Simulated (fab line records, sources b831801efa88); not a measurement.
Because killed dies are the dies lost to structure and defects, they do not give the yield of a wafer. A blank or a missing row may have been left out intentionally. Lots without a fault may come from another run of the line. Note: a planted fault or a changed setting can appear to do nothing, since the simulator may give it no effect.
One fault seen from 2 desks | flow sfqLine | every desk sees just its own numbers, and what lay behind them comes last

== DESK OF THE TOOL OWNER: rieDiel-01 ==
The tool's own readings at SFQ_TRILAYER_I0_VIA_BARC_OPEN_VIA_ETCH_046 (etches BARC in O2, target depth 125 nm, time 41.7 s): means of the sampled wafers that have a number, for each lot that ran on this tool. The brackets show how far a lot's mean lies from the usual mean; more than 4 standard deviations puts the lot out of limits, marked OUT.
Columns: A = biasW at SFQ_TRILAYER_I0_VIA_BARC_OPEN_VIA_ETCH_046, usual 80.05 W; B = chamberPressureMTorr at SFQ_TRILAYER_I0_VIA_BARC_OPEN_VIA_ETCH_046, usual 30.000 mTorr; C = drypumpMotorCurrentA at SFQ_TRILAYER_I0_VIA_BARC_OPEN_VIA_ETCH_046, usual 5.6 A; D = oesProductAu at SFQ_TRILAYER_I0_VIA_BARC_OPEN_VIA_ETCH_046, usual 0.684 a.u.
lot  | first seen here | A     | B      | C   | D
L428 | day 15 21:07    | 79.95 | 30.010 | 5.9 | 0.678
L430 | day 16 07:55    | 79.99 | 29.992 | 5.7 | 0.683
L433 | day 18 04:32    | 80.02 | 29.961 | 6.0 | 0.685
L434 | day 18 22:32    | 79.99 | 30.010 | 5.7 | 0.685
Result from this desk: across the 4 lots, nothing is out of limits.

== METROLOGY DESK ==
Lot by lot, what the gauges showed, no matter which tool ran the lot: averages of those sampled wafers that carry a number. The brackets show how far a lot's mean lies from the usual mean; more than 4 standard deviations puts the lot out of limits, marked OUT.
Columns: A = I0_BOW at SFQ_I0_BOW_MEAS_907, usual 3 um; B = I0_OVL at SFQ_I0_OVL_MEAS_908, usual -3 nm
lot  | first seen here | A  | B
L428 | day 11 11:34    | 1  | -8
L430 | day 11 17:01    | 0  | 0
L433 | day 12 21:50    | 0  | -4
L434 | day 13 12:50    | -3 | -1
L447 | day 17 08:11    | 7  | -5
L451 | day 19 00:59    | 2  | -11
Result from this desk: across the 6 lots, nothing is out of limits.

== ALL TOGETHER ==
The tool owner's desk saw nothing out of limits.
Nothing out of limits was seen by the metrology desk.

== WHAT HAD BEEN PUT IN BY THE SIMULATOR ==
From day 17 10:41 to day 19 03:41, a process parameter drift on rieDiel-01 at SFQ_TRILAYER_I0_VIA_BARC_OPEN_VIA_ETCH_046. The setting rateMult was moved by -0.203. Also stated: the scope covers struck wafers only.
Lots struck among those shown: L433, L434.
